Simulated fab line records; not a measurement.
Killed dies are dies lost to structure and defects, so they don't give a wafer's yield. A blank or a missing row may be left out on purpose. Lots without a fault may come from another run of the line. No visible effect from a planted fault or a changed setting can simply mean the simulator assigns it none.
Chamber matching -- flow sky130 -- SKY_POLY_CUT_ETCH_10 on rieDiel-03: 4 sister chambers
The step etches BARC in N2/H2, stops on SiO2, time 45.9 s, target depth 60 nm. 16 wafers are shown with their chamber, then 8 later ones without.

## EACH WAFER AND ITS CHAMBER
wafer,chamber,drypumpMotorCurrentA (A),oesProductAu (a.u.),throttleValvePct (%)
L079.1,0,5.5,0.851,13.222
L079.2,2,6.0,0.856,13.225
L079.3,1,5.9,0.865,13.232
L079.4,3,5.8,0.863,13.222
L079.5,3,5.7,0.858,13.231
L079.6,2,6.0,0.857,13.225
L082.1,0,5.5,0.843,13.236
L082.2,2,6.0,0.857,13.227
L082.3,3,5.7,0.848,13.233
L082.4,1,5.9,0.855,13.236
L082.5,3,5.7,0.855,13.214
L082.6,2,6.0,0.853,13.214
L080.1,2,6.0,0.851,13.235
L080.2,3,5.8,0.856,13.210
L080.3,0,5.5,0.855,13.223
L080.4,1,5.8,0.855,13.227

SIGNATURES, as means of the wafers listed above
reading,chamber 0,chamber 1,chamber 2,chamber 3,scatter within a chamber
drypumpMotorCurrentA,5.500,5.867,6.000,5.740,0.0394
oesProductAu,0.84967,0.85833,0.85480,0.85600,0.0049
throttleValvePct,13.22700,13.23167,13.22520,13.22200,0.00815
Rule: for each reading, subtract the chamber's mean from the wafer's reading, divide by that reading's scatter and square the result; add these up over the readings and take the root, which gives the wafer's distance from the chamber. If the next closest chamber is less than 2 further off than the closest, the wafer can't be placed; otherwise it belongs to the closest. The scatter: take each reading less its chamber's mean, square it, sum over the shown wafers, divide by the number of wafers less the number of chambers, and take the root.

## WAFERS WITH NO CHAMBER GIVEN
wafer,drypumpMotorCurrentA (A),oesProductAu (a.u.),throttleValvePct (%)
L080.5,5.7,0.857,13.222
L080.6,5.5,0.860,13.246
L086.1,5.9,0.861,13.233
L086.2,5.7,0.850,13.229
L086.3,5.8,0.856,13.221
L086.4,5.5,0.861,13.212
L086.5,5.7,0.845,13.227
L086.6,5.5,0.850,13.208

## WHICH CHAMBER EACH ONE RAN IN
wafer,from the rows above,in truth
L080.5,3,3
L080.6,0,0
L086.1,can't be placed: 1 or 2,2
L086.2,3,3
L086.3,can't be placed: 3 or 1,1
L086.4,0,0
L086.5,3,3
L086.6,0,0
Correctly placed: 6 of 8. Not placeable from these rows: 2 (in 2, the candidates include the true chamber). 0 placed wrongly.
